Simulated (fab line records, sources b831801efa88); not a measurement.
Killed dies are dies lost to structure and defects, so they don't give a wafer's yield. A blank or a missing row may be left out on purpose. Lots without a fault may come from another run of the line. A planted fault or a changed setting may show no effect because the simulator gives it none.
Chamber matching | flow gf180mcu | GF_V3_CMP_26 on cmp-01: 4 sister chambers
The step polishes, stops on SiO2, t overpolish 15 s, target thk 0 nm. 17 wafers are shown with their chamber, then 8 later ones without.

WAFERS WITH THEIR CHAMBER
wafer  | chamber | motor_current_A (A) | time_to_endpoint_s (s)
L429.1 | 2       | 13.0                | 81.2
L429.2 | 0       | 10.3                | 83.3
L429.6 | 0       | 10.1                | 86.6
L430.3 | 0       | 10.9                | 85.1
L430.4 | 2       | 12.7                | 82.4
L430.5 | 1       | 11.4                | 82.9
L431.2 | 1       | 11.2                | 87.4
L431.3 | 3       | 11.3                | 87.0
L431.6 | 2       | 12.9                | 85.0
L433.1 | 2       | 13.5                | 79.7
L433.4 | 0       | 10.1                | 84.8
L433.6 | 1       | 11.7                | 87.6
L434.1 | 0       | 10.5                | 81.4
L434.3 | 3       | 11.4                | 86.8
L434.6 | 0       | 10.5                | 85.5
L438.2 | 1       | 11.5                | 86.1
L438.4 | 0       | 10.4                | 84.1

SIGNATURES (means of the wafers above)
reading            | chamber 0 | chamber 1 | chamber 2 | chamber 3 | scatter within a chamber
motor_current_A    | 10.400    | 11.450    | 13.025    | 11.350    | 0.269
time_to_endpoint_s | 84.400    | 86.000    | 82.075    | 86.900    | 1.89
Rule: a wafer's distance from a chamber is the root of the sum, over the readings, of the square of ((its reading less the chamber's mean) divided by the reading's scatter). The wafer belongs to the nearest chamber; if the next one is less than 2 further off, it can't be placed. The scatter: the root of (the sum of the squares of (reading less its chamber's mean) over the shown wafers, divided by (wafers less chambers)).

WAFERS WITHOUT THEIR CHAMBER
wafer  | motor_current_A (A) | time_to_endpoint_s (s)
L438.5 | 12.6                | 88.9
L439.1 | 11.3                | 82.9
L439.2 | 13.2                | 82.4
L439.3 | 11.8                | 84.5
L440.1 | 12.6                | 85.4
L449.1 | 11.1                | 87.6
L449.2 | 13.0                | 86.4
L449.4 | 11.7                | 87.4

WHICH CHAMBER EACH WENT THROUGH
wafer  | from the rows above          | in truth
L438.5 | can't be placed: 2 or 1 or 3 | 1
L439.1 | can't be placed: 1 or 3 or 0 | 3
L439.2 | 2                            | 2
L439.3 | can't be placed: 1 or 3      | 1
L440.1 | can't be placed: 2 or 1      | 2
L449.1 | can't be placed: 3 or 1      | 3
L449.2 | 2                            | 2
L449.4 | can't be placed: 1 or 3      | 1
Placed correctly: 2 of 8. Can't be placed from these rows: 6 (the true chamber is among the candidates in 6). Placed wrongly: 0.
